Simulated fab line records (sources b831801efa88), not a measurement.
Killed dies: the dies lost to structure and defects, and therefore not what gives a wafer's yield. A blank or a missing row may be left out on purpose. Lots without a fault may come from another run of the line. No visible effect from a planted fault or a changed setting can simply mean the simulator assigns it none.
One fault through the eyes of 2 desks :: flow sky130 :: only its own numbers are on each desk; what lay behind them is given at the end

AT THE METROLOGY DESK
Lot by lot, what the gauges showed, no matter which tool ran the lot: averages of those sampled wafers that carry a number. Marked OUT: a lot whose mean sits more than 4 standard deviations from the usual mean, which makes it out of limits; the brackets give that distance.
Columns: A = CAPM_CVD_00_THK at SKY_CAPM_THK_MEAS_01, usual 15.56 nm; B = cd_nm at SKY_METAL3_CD_MEAS_13, usual 299.7 nm
lot: L158
first seen here: day 36 02:40
A: 15.91
B: 297.6

lot: L160
first seen here: day 36 23:01
A: 15.45
B: 299.6

lot: L161
first seen here: day 37 14:16
A: 15.68
B: 299.0

lot: L162
first seen here: day 37 15:11
A: 15.70
B: 301.8

lot: L163
first seen here: day 38 05:34
A: 15.39
B: 298.4

lot: L167
first seen here: day 39 08:32
A: 15.48
B: 299.9

lot: L166
first seen here: day 39 12:11
A: 15.86
B: 297.5

lot: L169
first seen here: day 39 21:59
A: 15.54
B: 299.8

lot: L170
first seen here: day 40 04:20
A: 15.53
B: 302.5

lot: L176
first seen here: day 41 14:01
A: 15.52
B: 298.6

lot: L175
first seen here: day 41 17:03
A: 15.63
B: 301.8

lot: L180
first seen here: day 42 22:56
A: 15.74
B: 299.8

lot: L181
first seen here: day 43 05:40
A: 15.79
B: 300.0
This desk's verdict: no lot among the 13 shows anything out of limits.

AT THE TOOL OWNER'S DESK: wet_bench-01
The tool's own readings at SKY_FIELD_ISO_WET_ETCH_30 (etches SiO2 in dHF, target depth 25 nm, time 50 s): means of the sampled wafers that have a number, for each lot that ran on this tool. Marked OUT: a lot whose mean sits more than 4 standard deviations from the usual mean, which makes it out of limits; the brackets give that distance.
Columns: A = run_length_s at SKY_FIELD_ISO_WET_ETCH_30, usual 78.5 s
lot: L160
first seen here: day 2 20:47
A: 77.8

lot: L161
first seen here: day 3 02:35
A: 76.6

lot: L163
first seen here: day 3 16:01
A: 81.1

lot: L166
first seen here: day 4 03:59
A: 76.6

lot: L169
first seen here: day 4 20:47
A: 75.1

lot: L175
first seen here: day 6 01:28
A: 56.0 (-8.0) OUT
This desk's verdict: out of limits on L175, starting with L175 at day 6 01:28 (run_length_s at SKY_FIELD_ISO_WET_ETCH_30). L160, L161, L163, L166, L169 stayed within limits.

TAKEN TOGETHER
An alarm could have come from the tool owner's desk at day 6 01:28, on L175.
Metrology desk: nothing out of limits seen.
The metrology desk holds a record of L175, inside its limits.
All the named lots went through SKY_FIELD_ISO_WET_ETCH_30 on wet_bench-01.

WHAT WAS PUT IN BY THE SIMULATOR
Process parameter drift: wet_bench-01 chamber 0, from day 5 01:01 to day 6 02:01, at SKY_FIELD_ISO_WET_ETCH_30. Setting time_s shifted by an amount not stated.
Struck lots among those shown: L175.
How many hours passed from the start of the fault until each desk's first out-of-limits reading: the tool owner's desk, 24.
